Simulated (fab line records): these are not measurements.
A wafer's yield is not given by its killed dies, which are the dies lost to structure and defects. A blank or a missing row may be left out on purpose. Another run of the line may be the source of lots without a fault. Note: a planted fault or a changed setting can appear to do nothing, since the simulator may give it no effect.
Which tool was responsible? -- flow sky130 -- 15 lots, 45 wafers sampled, at 4 steps of a route of 708

## WHAT THE GAUGES READ, wafer by wafer
SKY_FIELD_ISO_CD_MEAS_13: the cd target is 150 nm.
lot,measured,on,cdNm (nm)
L391,day 2 21:17,cdSem-02,150.5 149.0 149.5
L393,day 3 06:41,cdSem-01,151.5 152.3 152.9
L394,day 3 14:44,cdSem-02,152.5 151.2 150.1
L395,day 3 18:10,cdSem-01,148.0 149.9 149.0
L396,day 3 21:37,cdSem-01,150.2 149.5 150.1
L397,day 4 02:30,cdSem-01,151.6 151.0 152.8
L403,day 5 10:07,cdSem-01,149.3 149.7 149.8
L404,day 5 17:11,cdSem-02,151.5 151.8 152.0
L405,day 5 21:17,cdSem-02,152.4 152.5 152.9
L406,day 6 03:10,cdSem-01,149.1 148.1 149.3
L407,day 6 08:20,cdSem-02,148.9 149.1 147.5
L408,day 6 13:41,cdSem-02,152.3 152.5 152.4
L409,day 6 20:17,cdSem-01,149.9 149.7 151.0
L410,day 7 01:08,cdSem-02,150.4 150.8 150.1
L411,day 7 05:52,cdSem-02,151.0 149.6 149.5

SKY_DNWELL_TW_MEAS_09.
lot,measured,on,DNWELL_TW
L391,day 3 22:52,filmMetro-04,1123 1124 1116
L393,day 4 07:59,filmMetro-01,1119 1120 1119
L394,day 4 13:05,filmMetro-04,1125 1127 1130
L395,day 4 18:27,filmMetro-04,1120 1123 1121
L396,day 4 21:36,filmMetro-04,1129 1120 1119
L397,day 5 02:57,filmMetro-04,1126 1127 1133
L403,day 6 15:14,filmMetro-04,30 30 30
L404,day 6 20:13,filmMetro-01,30 30 30
L405,day 7 01:56,filmMetro-02,30 30 30
L406,day 7 07:23,filmMetro-01,1130 1132 1132
L407,day 7 12:23,filmMetro-02,1112 1104 1111
L408,day 7 16:32,filmMetro-02,1111 1115 1108
L409,day 7 23:41,filmMetro-01,1133 1122 1127
L410,day 8 05:43,filmMetro-01,1118 1120 1122
L411,day 8 10:12,filmMetro-02,1117 1117 1119

## EACH LOT AND THE TOOL THAT RAN IT (in order: tool; ch and the chambers of the sampled wafers; start)
lot,SKY_FIELD_ISO_ETCH_15,SKY_DNWELL_EXPOSE_04
L391,"rieDiel-04 ch 2,3, day 2 21:24","ilineStepper-02 ch 0, day 3 14:23"
L393,"rieDiel-02 ch 0,1,2, day 3 06:51","ilineStepper-02 ch 0, day 3 23:36"
L394,"rieDiel-04 ch 2,3, day 3 14:51","ilineStepper-01 ch 0, day 4 04:29"
L395,"rieDiel-04 ch 0,1,2, day 3 18:18","ilineStepper-01 ch 0, day 4 09:04"
L396,"rieDiel-04 ch 2,3, day 3 21:45","ilineStepper-02 ch 0, day 4 12:44"
L397,"rieDiel-04 ch 0,3, day 4 02:38","ilineStepper-01 ch 0, day 4 18:22"
L403,"rieDiel-01 ch 2,3, day 5 10:15","ilineStepper-02, day 6 05:50"
L404,"rieDiel-04 ch 0,1,2, day 5 17:18","ilineStepper-02, day 6 10:25"
L405,"rieDiel-04 ch 2,3, day 5 21:24","ilineStepper-02, day 6 16:10"
L406,"rieDiel-01 ch 0,1,3, day 6 03:18","ilineStepper-01 ch 0, day 6 21:10"
L407,"rieDiel-01 ch 0,1,3, day 6 08:30","ilineStepper-02 ch 0, day 7 02:38"
L408,"rieDiel-02 ch 0,2,3, day 6 13:51","ilineStepper-02 ch 0, day 7 06:46"
L409,"rieDiel-04 ch 1,3, day 6 20:27","ilineStepper-02 ch 0, day 7 13:28"
L410,"rieDiel-02 ch 0,1,3, day 7 01:18","ilineStepper-01 ch 0, day 7 19:57"
L411,"rieDiel-01 ch 0,1, day 7 06:00","ilineStepper-01 ch 0, day 7 23:49"
- SKY_FIELD_ISO_ETCH_15: etches the open film in CHF3/O2, stops on Si, target depth 180 nm, time 72 s.
- SKY_DNWELL_EXPOSE_04: exposes mask DNM, target cd 3000 nm.

## AS READ BY THE TOOLS THEMSELVES (means over the sampled wafers that have a number; for cases with no such wafer, the mark the record gives instead)
SKY_FIELD_ISO_ETCH_15.
lot,tool,biasW (W),drypumpMotorCurrentA (A),oesProductAu (a.u.),rfFwdPowerW (W),throttleValvePct (%)
L391,rieDiel-04,199.9,5.2,0.940,594.8,8.842
L393,rieDiel-02,200.5,5.6,0.952,595.8,8.840
L394,rieDiel-04,199.9,5.4,0.951,593.1,8.846
L395,rieDiel-04,200.2,5.9,0.956,597.8,8.846
L396,rieDiel-04,200.5,5.4,0.952,592.7,8.848
L397,rieDiel-04,200.3,5.6,0.944,597.1,8.845
L403,rieDiel-01,200.5,5.4,0.948,595.0,8.851
L404,rieDiel-04,200.2,5.9,0.947,595.9,8.838
L405,rieDiel-04,199.5,5.4,0.959,594.3,8.844
L406,rieDiel-01,200.2,5.8,0.952,595.3,8.852
L407,rieDiel-01,200.2,5.8,0.948,593.5,8.848
L408,rieDiel-02,200.1,6.0,0.944,595.9,8.850
L409,rieDiel-04,200.2,5.1,0.951,596.9,8.840
L410,rieDiel-02,200.1,5.5,0.953,596.3,8.840
L411,rieDiel-01,200.5,6.1,0.957,595.7,8.849

SKY_DNWELL_EXPOSE_04.
lot,tool,exposureDoseMJCm2,focusOffsetNm (nm)
L391,ilineStepper-02,221.57,-0.0
L393,ilineStepper-02,222.05,-0.1
L394,ilineStepper-01,222.21,-0.0
L395,ilineStepper-01,222.21,-0.1
L396,ilineStepper-02,221.92,0.5
L397,ilineStepper-01,221.92,0.2
L403,ilineStepper-02,-,-
L404,ilineStepper-02,-,-
L405,ilineStepper-02,-,-
L406,ilineStepper-01,222.12,0.0
L407,ilineStepper-02,221.90,0.2
L408,ilineStepper-02,222.08,0.4
L409,ilineStepper-02,221.89,-0.9
L410,ilineStepper-01,222.27,0.1
L411,ilineStepper-01,222.13,0.4

## THE ANSWER, worked out from the rows above alone
Rule: usual is defined by the lots themselves. Put in order of their means at a reading, lots are off if they are a third of the lots or fewer, leave a main group of 4 or more, and stand apart from it by a gap of 3 or more times the standard deviation of the main group's means; of several such gaps the widest counts. If all means in a main group match to the digits the tables above print for the reading, that group is not used. A lot without any number at a reading at which 4 lots or more have one is off too. The other lots that the step has rows for count as sound. First the gauges in route order, then the tools' own readings, where a lot's mean is used as printed above. The first step at which some lot is off is used, and at that step the reading that is off furthest; a lot without a number counts as furthest.
Off: at SKY_DNWELL_TW_MEAS_09 (DNWELL_TW), L403, L404, L405. Main group: mean 1121, sd 6.4.
If a tool, at a process step before that reading, ran all the lots that are off and no sound lot after the first of them, it fits. Not tried: the gauges at SKY_DNWELL_TW_MEAS_09; whatever is off there is also off at SKY_DNWELL_EXPOSE_04, on other tools, and gauge error can't account for it. Not one of the candidates tried fits.

## WHAT THE SIMULATOR HAD INSERTED
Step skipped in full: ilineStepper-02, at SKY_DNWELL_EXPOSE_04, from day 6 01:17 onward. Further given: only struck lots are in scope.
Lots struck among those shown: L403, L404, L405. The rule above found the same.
